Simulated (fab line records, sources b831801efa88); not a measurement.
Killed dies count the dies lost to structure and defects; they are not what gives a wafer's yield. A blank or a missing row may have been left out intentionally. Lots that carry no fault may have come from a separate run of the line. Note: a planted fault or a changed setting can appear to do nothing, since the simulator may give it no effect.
Problem report, 8D (eight disciplines) form, completed by code | flow sky130 | the parts of the form that need people (team, actions taken, sign-off) are left out

1. PROBLEM STATEMENT
Wafers without a fault read 1.2501e+13, standard deviation 1.3e+10; dose_ions_cm2 at SKY_LDD_LDN_IMPLANT_11 reads a mean of 1.3488e+13 on 6 wafers belonging to 2 lots. Relative to the usual mean, that is a shift of +76 standard deviations.
Seen first at day 26 05:40 on implanter-01, wafer L776.1. At this step, 42 wafers from 14 lots have a number in the record. Rule for "out", or "out of limits": more than 4 standard deviations from the usual mean. Any other wafer with a number is counted as sound.

2. WHAT IT IS, WHAT IT ISN'T
question                    | is                     | is not
which readings at this step | dose_ions_cm2          | -
which lots                  | L776, L777             | L766, L767, L768, L771, L773, L774, L775, L785, L786, L787, L788, L789
which wafers of those lots  | all that have a number | -
read on which tools         | implanter-01           | implanter-02, implanter-03
when                        | from day 26 05:40      | up to then (21 sound wafers); but 15 sound wafers of L785, L786, L787, L788, L789 came after

3. SUSPECTS, AND WHAT RULES EACH OUT
Counting: a tool at any process step up to the reading remains a suspect when it ran all the lots that are out and ran no sound lot after the first of those.
- implanter-01 at SKY_LDD_LDN_IMPLANT_11: ruled out as a lasting fault. The sound lots L787, L788 went through it after L776, its earliest lot that is out (day 26 05:40).
Left after counting: nothing in the record.

4. THE CAUSE (what the simulator had put in)
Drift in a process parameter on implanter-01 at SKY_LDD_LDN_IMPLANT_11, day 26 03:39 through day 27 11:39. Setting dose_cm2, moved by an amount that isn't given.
Counting ruled it out, wrongly.

5. SEQUENCE OF EFFECTS, ordered by route
Each row: a reading where the mean over the struck wafers with a number is more than 3 standard deviations away from the usual. Scope: only readings with a usual standard deviation given in the record; hours: median across lots of the time from each lot's start at the first step in this table that gives one to its start at this step; sigmas: change in usual standard deviations.
hours | step                   | reading            | usual      | on struck wafers | change      | sigmas
0     | SKY_LDD_LDN_IMPLANT_11 | dose_ions_cm2      | 1.2501e+13 | 1.3488e+13       | +9.8750e+11 | +76
0     | SKY_LDD_LDN_IMPLANT_11 | faraday_current_uA | 70.6       | 75.8             | +5.2        | +4.0
Here are the process steps it includes:
- SKY_LDD_LDN_IMPLANT_11
Later steps that measure or inspect, where all struck wafers having a row at the step show a number for every such reading and not one has moved that far: SKY_CONTACT_OVL_MEAS_15.

6. HOW IT WOULD HAVE BEEN CAUGHT EARLIER
2 hours passed between the start of the fault at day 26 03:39 and the first reading out of limits in this record, taken at day 26 05:40.
